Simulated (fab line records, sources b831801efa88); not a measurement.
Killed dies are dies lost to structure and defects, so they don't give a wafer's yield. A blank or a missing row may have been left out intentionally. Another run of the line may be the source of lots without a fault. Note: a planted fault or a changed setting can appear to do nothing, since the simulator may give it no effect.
Which tool is to blame? :: flow sky130 :: 14 lots with 42 wafers sampled at 4 steps, on a route of 708 steps

== WHAT EACH GAUGE READ, for each wafer ==
SKY_METAL1_THK_MEAS_06: measures by xrf.
lot: L413
measured: day 32 05:46
on: film-metro-03
METAL1_ALCU_THK (nm): 258 257 257

lot: L414
measured: day 32 09:20
on: film-metro-04
METAL1_ALCU_THK (nm): 260 258 257

lot: L416
measured: day 32 20:31
on: film-metro-01
METAL1_ALCU_THK (nm): 264 268 265

lot: L417
measured: day 33 16:57
on: film-metro-01
METAL1_ALCU_THK (nm): 268 265 266

lot: L419
measured: day 33 22:25
on: film-metro-03
METAL1_ALCU_THK (nm): 258 258 257

lot: L423
measured: day 35 05:56
on: film-metro-03
METAL1_ALCU_THK (nm): 255 257 256

lot: L428
measured: day 37 03:22
on: film-metro-01
METAL1_ALCU_THK (nm): 264 266 263

lot: L430
measured: day 38 11:07
on: film-metro-04
METAL1_ALCU_THK (nm): 259 256 257

lot: L431
measured: day 38 11:41
on: film-metro-04
METAL1_ALCU_THK (nm): 261 263 264

lot: L433
measured: day 38 12:37
on: film-metro-01
METAL1_ALCU_THK (nm): 261 264 265

lot: L432
measured: day 38 14:53
on: film-metro-03
METAL1_ALCU_THK (nm): 262 260 258

SKY_VIA1_RS_MEAS_22: the measuring method here is four-point-probe.
lot: L413
measured: day 34 14:37
on: film-metro-01
VIA1_W_RS (ohm/sq): 0.424 0.425 0.427

lot: L414
measured: day 34 17:27
on: film-metro-02
VIA1_W_RS (ohm/sq): 0.429 0.430 0.437

lot: L416
measured: day 35 04:10
on: film-metro-02
VIA1_W_RS (ohm/sq): 0.434 0.431 0.425

lot: L417
measured: day 36 01:10
on: film-metro-03
VIA1_W_RS (ohm/sq): 0.428 0.431 0.433

lot: L419
measured: day 36 05:52
on: film-metro-03
VIA1_W_RS (ohm/sq): 0.427 0.426 0.430

lot: L423
measured: day 37 11:52
on: film-metro-01
VIA1_W_RS (ohm/sq): 0.437 0.429 0.435

lot: L428
measured: day 39 07:44
on: film-metro-01
VIA1_W_RS (ohm/sq): 0.435 0.436 0.437

lot: L430
measured: day 40 15:19
on: film-metro-03
VIA1_W_RS (ohm/sq): 0.427 0.430 0.431

lot: L431
measured: day 40 16:11
on: film-metro-02
VIA1_W_RS (ohm/sq): 0.426 0.435 0.423

lot: L433
measured: day 40 16:43
on: film-metro-02
VIA1_W_RS (ohm/sq): 0.434 0.440 0.435

lot: L432
measured: day 40 19:00
on: film-metro-03
VIA1_W_RS (ohm/sq): 0.427 0.434 0.433

== EACH LOT AND THE TOOL THAT RAN IT (in order: tool; ch and the chambers of the sampled wafers; start) ==
lot: L413
SKY_FIELD_ISO_CVD_24: hdpcvd-02 ch 1,2, day 2 14:15
SKY_CONTACT_STRIP_19: plasma-asher-01 ch 0,1, day 32 04:13

lot: L414
SKY_FIELD_ISO_CVD_24: hdpcvd-02 ch 0,1,2, day 2 19:25
SKY_CONTACT_STRIP_19: plasma-asher-01 ch 0,1, day 32 07:47

lot: L416
SKY_FIELD_ISO_CVD_24: hdpcvd-02 ch 1,2, day 3 06:07
SKY_CONTACT_STRIP_19: plasma-asher-04 ch 0,1, day 32 19:01

lot: L417
SKY_FIELD_ISO_CVD_24: hdpcvd-02 ch 0,1,2, day 3 11:32
SKY_CONTACT_STRIP_19: plasma-asher-01 ch 0,1, day 33 15:28

lot: L419
SKY_FIELD_ISO_CVD_24: hdpcvd-01 ch 0,2, day 3 21:16
SKY_CONTACT_STRIP_19: plasma-asher-04 ch 0,1, day 33 20:54

lot: L420
SKY_FIELD_ISO_CVD_24: hdpcvd-01 ch 0,1,2, day 4 01:10
SKY_CONTACT_STRIP_19: -

lot: L421
SKY_FIELD_ISO_CVD_24: hdpcvd-01 ch 0,1, day 4 07:16
SKY_CONTACT_STRIP_19: -

lot: L422
SKY_FIELD_ISO_CVD_24: hdpcvd-02 ch 0,1, day 4 11:32
SKY_CONTACT_STRIP_19: -

lot: L423
SKY_FIELD_ISO_CVD_24: hdpcvd-01 ch 0,2, day 4 15:52
SKY_CONTACT_STRIP_19: plasma-asher-04 ch 0,1, day 35 04:26

lot: L428
SKY_FIELD_ISO_CVD_24: hdpcvd-02 ch 0,1,2, day 5 18:46
SKY_CONTACT_STRIP_19: plasma-asher-02 ch 0,1, day 37 01:52

lot: L430
SKY_FIELD_ISO_CVD_24: hdpcvd-01 ch 0,1, day 6 15:14
SKY_CONTACT_STRIP_19: plasma-asher-01 ch 0,1, day 38 09:33

lot: L431
SKY_FIELD_ISO_CVD_24: hdpcvd-02 ch 0,1, day 6 15:14
SKY_CONTACT_STRIP_19: plasma-asher-02 ch 0,1, day 38 09:46

lot: L433
SKY_FIELD_ISO_CVD_24: hdpcvd-02 ch 0,1, day 6 22:02
SKY_CONTACT_STRIP_19: plasma-asher-01 ch 0,1, day 38 10:58

lot: L432
SKY_FIELD_ISO_CVD_24: hdpcvd-01 ch 0,1, day 6 22:03
SKY_CONTACT_STRIP_19: plasma-asher-01 ch 0,1, day 38 13:19
- SKY_FIELD_ISO_CVD_24: deposits SiO2, target thk 595 nm, time 99.2 s.
- SKY_CONTACT_STRIP_19: strips in O2/N2.

== WHAT THE TOOLS THEMSELVES READ (means of the sampled wafers that have a number; where no wafer has one, the mark that the record gives instead) ==
SKY_FIELD_ISO_CVD_24.
lot: L413
tool: hdpcvd-02
pressure-mtorr (mTorr): 5.998
run-length-s (s): 127.3

lot: L414
tool: hdpcvd-02
pressure-mtorr (mTorr): 5.998
run-length-s (s): 127.6

lot: L416
tool: hdpcvd-02
pressure-mtorr (mTorr): 6.010
run-length-s (s): 127.6

lot: L417
tool: hdpcvd-02
pressure-mtorr (mTorr): 6.007
run-length-s (s): 127.8

lot: L419
tool: hdpcvd-01
pressure-mtorr (mTorr): 5.992
run-length-s (s): 127.1

lot: L420
tool: hdpcvd-01
pressure-mtorr (mTorr): -
run-length-s (s): -

lot: L421
tool: hdpcvd-01
pressure-mtorr (mTorr): -
run-length-s (s): -

lot: L422
tool: hdpcvd-02
pressure-mtorr (mTorr): -
run-length-s (s): -

lot: L423
tool: hdpcvd-01
pressure-mtorr (mTorr): 5.993
run-length-s (s): 127.1

lot: L428
tool: hdpcvd-02
pressure-mtorr (mTorr): 6.007
run-length-s (s): 127.5

lot: L430
tool: hdpcvd-01
pressure-mtorr (mTorr): 6.011
run-length-s (s): 127.0

lot: L431
tool: hdpcvd-02
pressure-mtorr (mTorr): 6.018
run-length-s (s): 127.4

lot: L433
tool: hdpcvd-02
pressure-mtorr (mTorr): 5.998
run-length-s (s): 127.5

lot: L432
tool: hdpcvd-01
pressure-mtorr (mTorr): 5.978
run-length-s (s): 127.3

SKY_CONTACT_STRIP_19.
lot: L413
tool: plasma-asher-01
chamber-pressure-mTorr (mTorr): 1500.9
drypump-motor-current-A (A): 6.0
oes-product-au (a.u.): 0.385
strip-time-to-endpoint-s (s): 3.624

lot: L414
tool: plasma-asher-01
chamber-pressure-mTorr (mTorr): 1500.2
drypump-motor-current-A (A): 6.3
oes-product-au (a.u.): 0.383
strip-time-to-endpoint-s (s): 3.638

lot: L416
tool: plasma-asher-04
chamber-pressure-mTorr (mTorr): 1499.2
drypump-motor-current-A (A): 5.9
oes-product-au (a.u.): 0.382
strip-time-to-endpoint-s (s): 3.612

lot: L417
tool: plasma-asher-01
chamber-pressure-mTorr (mTorr): 1500.1
drypump-motor-current-A (A): 6.0
oes-product-au (a.u.): 0.377
strip-time-to-endpoint-s (s): 3.608

lot: L419
tool: plasma-asher-04
chamber-pressure-mTorr (mTorr): 1499.5
drypump-motor-current-A (A): 5.8
oes-product-au (a.u.): 0.377
strip-time-to-endpoint-s (s): 3.629

lot: L423
tool: plasma-asher-04
chamber-pressure-mTorr (mTorr): 1500.8
drypump-motor-current-A (A): 5.8
oes-product-au (a.u.): 0.380
strip-time-to-endpoint-s (s): 3.640

lot: L428
tool: plasma-asher-02
chamber-pressure-mTorr (mTorr): 1499.4
drypump-motor-current-A (A): 5.5
oes-product-au (a.u.): 0.384
strip-time-to-endpoint-s (s): 3.634

lot: L430
tool: plasma-asher-01
chamber-pressure-mTorr (mTorr): 1498.1
drypump-motor-current-A (A): 6.3
oes-product-au (a.u.): 0.381
strip-time-to-endpoint-s (s): 3.634

lot: L431
tool: plasma-asher-02
chamber-pressure-mTorr (mTorr): 1499.9
drypump-motor-current-A (A): 5.5
oes-product-au (a.u.): 0.384
strip-time-to-endpoint-s (s): 3.674

lot: L433
tool: plasma-asher-01
chamber-pressure-mTorr (mTorr): 1499.6
drypump-motor-current-A (A): 6.3
oes-product-au (a.u.): 0.377
strip-time-to-endpoint-s (s): 3.624

lot: L432
tool: plasma-asher-01
chamber-pressure-mTorr (mTorr): 1500.1
drypump-motor-current-A (A): 6.3
oes-product-au (a.u.): 0.387
strip-time-to-endpoint-s (s): 3.634

== THE ANSWER, worked out from the rows above alone ==
Rule: the usual values come from the lots themselves. The widest of any qualifying gaps counts: lots, ordered by their means at a reading, are off when they make up no more than a third of the lots, leave a main group of 4 or more, and stand apart from it by 3 or more times the standard deviation of that group's means. If all means in a main group match to the digits the tables above print for the reading, that group is not used. Also off: a lot with no number at a reading for which 4 or more lots have one. The other lots that the step has rows for count as sound. Order of review: gauges by route order, followed by the tools' own readings, for which a lot's mean as printed above is used. The first step at which some lot is off is used, and at that step the reading that is off furthest; a lot without a number counts as furthest.
Off: L420, L421, L422 (SKY_FIELD_ISO_CVD_24, pressure-mtorr). Without a number there: L420, L421, L422. For the main group the mean is 6.001 mTorr and the standard deviation 0.011.
A tool fits if, at that step or a process step before it, it ran every lot that is off, and no sound lot after the first of them. Not one of the candidates tried fits.

== WHAT THE SIMULATOR PUT IN ==
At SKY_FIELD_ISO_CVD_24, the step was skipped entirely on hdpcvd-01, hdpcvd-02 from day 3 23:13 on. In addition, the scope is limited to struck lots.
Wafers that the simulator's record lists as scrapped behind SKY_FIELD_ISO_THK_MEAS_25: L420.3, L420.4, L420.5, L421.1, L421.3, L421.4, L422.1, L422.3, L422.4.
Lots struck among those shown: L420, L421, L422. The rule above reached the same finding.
